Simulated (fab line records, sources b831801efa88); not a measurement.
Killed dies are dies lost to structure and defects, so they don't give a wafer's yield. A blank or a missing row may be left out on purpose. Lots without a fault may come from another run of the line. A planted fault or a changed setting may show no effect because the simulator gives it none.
Problem report in the 8D (eight disciplines) form, filled by code | flow gf180mcu | the parts of the form that need people (team, actions taken, sign-off) are left out

1. THE PROBLEM
V2_W_RS at GF_V2_RS_MEAS_24 reads a mean of 0.370 ohm/sq on 6 wafers of 2 lots; wafers without a fault read 0.330 ohm/sq with a standard deviation of 0.0033. That is +12 standard deviations from the usual mean.
The step: measures by four-point-probe.
First seen on wafer L234.1, day 23 10:01, on film_metro-03. The record holds 33 wafers of 11 lots with a number at this step. Rule for "out", or "out of limits": more than 4 standard deviations from the usual mean. The other wafers with a number count as sound.

2. WHAT IT IS AND WHAT IT IS NOT
question                    | is                           | is not
which readings at this step | V2_W_RS                      | -
which lots                  | L234, L236                   | L228, L229, L232, L244, L246, L247, L248, L249, L250
which wafers of those lots  | all that have a number       | -
read on which gauges        | film_metro-02, film_metro-03 | film_metro-01
when                        | from day 23 10:01            | up to then (9 sound wafers); but 18 sound wafers of L244, L246, L247, L248, L249, L250 came after

3. SUSPECTS, AND WHAT RULES EACH OUT
Counting: a tool at a process step up to the reading stays a suspect if it ran every lot that is out and no sound lot after the first of them.
- the gauge at GF_V2_RS_MEAS_24: ruled out. The wafers that are out were read on 2 gauges (film_metro-02, film_metro-03).
- cvd_w-02 at GF_V2_CVD_23 (deposits W, target thk 350 nm, time 104.94 s): ruled out as a lasting fault. Sound lots L247, L248, L249 ran on it after its first lot that is out, L234 (day 23 09:54).
Left after counting: nothing in the record.

4. THE CAUSE (what the simulator had put in)
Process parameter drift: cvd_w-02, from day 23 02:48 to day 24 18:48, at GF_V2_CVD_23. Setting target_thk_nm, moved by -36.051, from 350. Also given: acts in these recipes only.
Counting ruled it out, wrongly: the rule takes a fault to strike every lot that its tool runs from its start on, and this one did not.

5. THE CHAIN OF EFFECTS, in route order
Each row: a reading whose mean over the struck wafers that have a number lies more than 3 standard deviations from the usual. Only readings for which the record gives a usual standard deviation are gone through. hours: the time from each lot's start at the first step in this table that gives one to its start at this step, as a median over the lots. sigmas: the change in usual standard deviations.
hours | step              | reading  | usual        | on struck wafers | change | sigmas
0     | GF_V2_RS_MEAS_24  | V2_W_RS  | 0.330 ohm/sq | 0.370            | +0.040 | +12
0     | GF_V2_THK_MEAS_25 | V2_W_THK | 356 nm       | 319              | -37    | -5.8

6. WHAT WOULD HAVE CAUGHT IT SOONER
In this record the first reading out of limits at a measuring or inspecting step was taken at day 23 10:01, 7 hours after the fault began at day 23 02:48.
Of the tool readings at GF_V2_CVD_23 for which the record gives a usual standard deviation, none was out on any struck wafer, so an alarm limit of 4 standard deviations on them would not have fired.
